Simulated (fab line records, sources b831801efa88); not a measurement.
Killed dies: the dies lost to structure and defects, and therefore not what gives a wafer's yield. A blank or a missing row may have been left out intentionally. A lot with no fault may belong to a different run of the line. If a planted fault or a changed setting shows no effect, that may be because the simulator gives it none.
Matching of chambers || flow gf180mcu || GF_STI_ETCH_14 on rie-si-02: 4 sister chambers
The step etches Si in HBr/Cl2/O2, target depth 360 nm, time 102.9 s. 8 wafers are shown with their chamber, then 8 later ones without.

WAFERS WITH THEIR CHAMBER
{"wafer": "L872.3", "chamber": 2, "drypump-motor-current-A (A)": 5.6, "oes-product-au (a.u.)": 1.009}
{"wafer": "L875.4", "chamber": 2, "drypump-motor-current-A (A)": 5.6, "oes-product-au (a.u.)": 0.997}
{"wafer": "L875.6", "chamber": 1, "drypump-motor-current-A (A)": 5.3, "oes-product-au (a.u.)": 1.000}
{"wafer": "L877.3", "chamber": 3, "drypump-motor-current-A (A)": 6.0, "oes-product-au (a.u.)": 1.011}
{"wafer": "L877.6", "chamber": 1, "drypump-motor-current-A (A)": 5.3, "oes-product-au (a.u.)": 0.990}
{"wafer": "L889.2", "chamber": 3, "drypump-motor-current-A (A)": 5.9, "oes-product-au (a.u.)": 1.011}
{"wafer": "L889.6", "chamber": 0, "drypump-motor-current-A (A)": 5.2, "oes-product-au (a.u.)": 1.009}
{"wafer": "L890.3", "chamber": 0, "drypump-motor-current-A (A)": 5.2, "oes-product-au (a.u.)": 1.002}

WAFERS MISSING THEIR CHAMBER
{"wafer": "L890.4", "drypump-motor-current-A (A)": 5.2, "oes-product-au (a.u.)": 0.981}
{"wafer": "L890.6", "drypump-motor-current-A (A)": 5.3, "oes-product-au (a.u.)": 1.000}
{"wafer": "L893.4", "drypump-motor-current-A (A)": 5.2, "oes-product-au (a.u.)": 0.998}
{"wafer": "L893.5", "drypump-motor-current-A (A)": 5.2, "oes-product-au (a.u.)": 0.993}
{"wafer": "L893.6", "drypump-motor-current-A (A)": 5.3, "oes-product-au (a.u.)": 0.978}
{"wafer": "L894.1", "drypump-motor-current-A (A)": 5.2, "oes-product-au (a.u.)": 1.011}
{"wafer": "L894.3", "drypump-motor-current-A (A)": 5.3, "oes-product-au (a.u.)": 0.991}
{"wafer": "L894.5", "drypump-motor-current-A (A)": 5.6, "oes-product-au (a.u.)": 1.008}

WHICH CHAMBER EACH WENT THROUGH
{"wafer": "L890.4", "from the rows above": "can't be placed: 1 or 0", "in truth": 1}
{"wafer": "L890.6", "from the rows above": 1, "in truth": 1}
{"wafer": "L893.4", "from the rows above": "can't be placed: 0 or 1", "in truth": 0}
{"wafer": "L893.5", "from the rows above": "can't be placed: 0 or 1", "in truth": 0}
{"wafer": "L893.6", "from the rows above": 1, "in truth": 1}
{"wafer": "L894.1", "from the rows above": 0, "in truth": 0}
{"wafer": "L894.3", "from the rows above": 1, "in truth": 1}
{"wafer": "L894.5", "from the rows above": 2, "in truth": 2}
Placed correctly: 5 of 8. Not placeable from these rows: 3 (in 3, the candidates include the true chamber). 0 placed wrongly.
How it was worked out, from the rows above alone: a wafer's distance from a chamber is the root of the sum, over the readings, of the square of ((its reading less the chamber's mean) divided by the reading's scatter). The wafer belongs to the nearest chamber; if the next one is less than 2 further off, it can't be placed. A chamber's mean is the mean of its shown wafers. How the scatter is found: for the shown wafers, subtract from each reading the mean of its chamber, square and add these, divide the total by (wafers less chambers), then take the root.
